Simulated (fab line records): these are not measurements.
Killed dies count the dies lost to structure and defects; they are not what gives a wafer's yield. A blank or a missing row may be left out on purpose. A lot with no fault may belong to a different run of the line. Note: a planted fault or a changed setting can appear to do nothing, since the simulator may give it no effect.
Tool commonality check    flow sky130    14 lots, 42 wafers sampled

== REASON FOR OPENING ==
SKY_VT_ADJUST_HVTP_TW_MEAS_11, reading VT_ADJUST_HVTP_TW: flagged on 2 of 14 lots. Wafers without a fault read 1345, standard deviation 11.
Rule: a lot is flagged in two cases, either no wafer of it has a number, or all its wafers with numbers fall more than 4 standard deviations from that mean. All remaining lots are regarded as sound.

lot   measured      on            VT_ADJUST_HVTP_TW, wafer by wafer  flag
L305  day 6 08:33   filmMetro-03  1329 1329 1331                     
L306  day 6 18:13   filmMetro-02  1345 1342 1348                     
L307  day 6 20:43   filmMetro-04  1360 1360 1349                     
L308  day 7 05:22   filmMetro-02  1354 1342 1347                     
L309  day 7 09:31   filmMetro-04  30 30 30                           FLAGGED
L310  day 7 14:43   filmMetro-02  30 30 30                           FLAGGED
L311  day 7 23:43   filmMetro-03  1331 1328 1340                     
L319  day 10 00:22  filmMetro-04  1359 1365 1357                     
L320  day 10 06:41  filmMetro-02  1341 1343 1340                     
L321  day 10 20:22  filmMetro-04  1354 1364 1362                     
L322  day 10 20:34  filmMetro-03  1323 1323 1320                     
L323  day 11 00:28  filmMetro-04  1359 1351 1356                     
L325  day 11 14:13  filmMetro-04  1350 1350 1343                     
L327  day 12 05:31  filmMetro-04  1347 1352 1351                     
The numbers of the flagged lots are 30 on average: -1315 against the usual, or -99 or more standard deviations.

== LOT BY LOT: THE TOOL USED ==
3 process steps preceding the reading are held in the record, out of 708 steps in the route. Read each cell as the tool, then ch plus the chambers that the sampled wafers visited, then the start.
lot   flag     SKY_PWDE_STRIP_09                   SKY_NWELL_STRIP_25                   SKY_VT_ADJUST_HVTP_STRIP_10
L305           plasmaAsher-02 ch 0,1, day 4 02:31  plasmaAsher-04 ch 0,1, day 5 12:49   plasmaAsher-03 ch 0,1, day 6 08:27
L306           plasmaAsher-04 ch 0,1, day 4 11:30  plasmaAsher-01 ch 0,1, day 5 23:17   plasmaAsher-02 ch 0,1, day 6 18:07
L307           plasmaAsher-02 ch 0,1, day 4 13:01  plasmaAsher-04 ch 0,1, day 6 00:47   plasmaAsher-02 ch 0,1, day 6 20:37
L308           plasmaAsher-01 ch 0,1, day 4 20:10  plasmaAsher-01 ch 0,1, day 6 08:50   plasmaAsher-02 ch 0,1, day 7 05:16
L309  FLAGGED  plasmaAsher-01 ch 0,1, day 5 00:46  plasmaAsher-01 ch 0,1, day 6 13:33   plasmaAsher-01 ch 0,1, day 7 09:25
L310  FLAGGED  plasmaAsher-04 ch 0,1, day 5 05:52  plasmaAsher-03 ch 0,1, day 6 19:00   plasmaAsher-02 ch 0,1, day 7 14:37
L311           plasmaAsher-01 ch 0,1, day 5 12:49  plasmaAsher-01 ch 0,1, day 7 03:03   plasmaAsher-03 ch 0,1, day 7 23:37
L319           plasmaAsher-02 ch 0,1, day 7 07:42  plasmaAsher-03 ch 0,1, day 9 02:01   plasmaAsher-03 ch 0,1, day 10 00:16
L320           plasmaAsher-01 ch 0,1, day 7 14:28  plasmaAsher-04 ch 1, day 9 08:58     plasmaAsher-03 ch 0,1, day 10 06:34
L321           plasmaAsher-04 ch 0, day 8 02:49    plasmaAsher-03 ch 1, day 9 21:57     plasmaAsher-01 ch 0,1, day 10 20:16
L322           plasmaAsher-02 ch 0,1, day 8 04:04  plasmaAsher-01 ch 0,1, day 9 22:19   plasmaAsher-02 ch 0,1, day 10 20:28
L323           plasmaAsher-04 ch 0,1, day 8 07:04  plasmaAsher-03 ch 0,1, day 10 01:53  plasmaAsher-03 ch 0,1, day 11 00:22
L325           plasmaAsher-04 ch 0,1, day 8 19:25  plasmaAsher-04 ch 0,1, day 10 14:23  plasmaAsher-02 ch 0,1, day 11 14:07
L327           plasmaAsher-01 ch 0,1, day 9 08:46  plasmaAsher-03 ch 0,1, day 11 04:46  plasmaAsher-02 ch 0,1, day 12 05:25
What these steps do:
- SKY_PWDE_STRIP_09: strips in O2/N2.
- SKY_NWELL_STRIP_25: strips in O2/N2.
- SKY_VT_ADJUST_HVTP_STRIP_10: strips in O2/N2.
- SKY_VT_ADJUST_HVTP_TW_MEAS_11

== FLAGGED AGAINST TOTAL, ONE TOOL AT A TIME (gauges that did the reading follow at the end) ==
step                           tool            lots run  flagged  share of the flagged lots  sound lots run after its first flagged lot
SKY_PWDE_STRIP_09              plasmaAsher-01  5         1        some                       3 (L311,L320,L327)
SKY_PWDE_STRIP_09              plasmaAsher-02  4         0        none                       -
SKY_PWDE_STRIP_09              plasmaAsher-04  5         1        some                       3 (L321,L323,L325)
SKY_NWELL_STRIP_25             plasmaAsher-01  5         1        some                       2 (L311,L322)
SKY_NWELL_STRIP_25             plasmaAsher-03  5         1        some                       4 (L319,L321,L323,L327)
SKY_NWELL_STRIP_25             plasmaAsher-04  4         0        none                       -
SKY_VT_ADJUST_HVTP_STRIP_10    plasmaAsher-01  2         1        some                       1 (L321)
SKY_VT_ADJUST_HVTP_STRIP_10    plasmaAsher-02  7         1        some                       3 (L322,L325,L327)
SKY_VT_ADJUST_HVTP_STRIP_10    plasmaAsher-03  5         0        none                       -
SKY_VT_ADJUST_HVTP_TW_MEAS_11  filmMetro-02    4         1        some                       1 (L320)
SKY_VT_ADJUST_HVTP_TW_MEAS_11  filmMetro-03    3         0        none                       -
SKY_VT_ADJUST_HVTP_TW_MEAS_11  filmMetro-04    7         1        some                       5 (L319,L321,L323,L325,L327)

== WHAT THE TABLE PERMITS ==
No row of the table ran every flagged lot.

== WHAT THE SIMULATOR HAD PUT IN ==
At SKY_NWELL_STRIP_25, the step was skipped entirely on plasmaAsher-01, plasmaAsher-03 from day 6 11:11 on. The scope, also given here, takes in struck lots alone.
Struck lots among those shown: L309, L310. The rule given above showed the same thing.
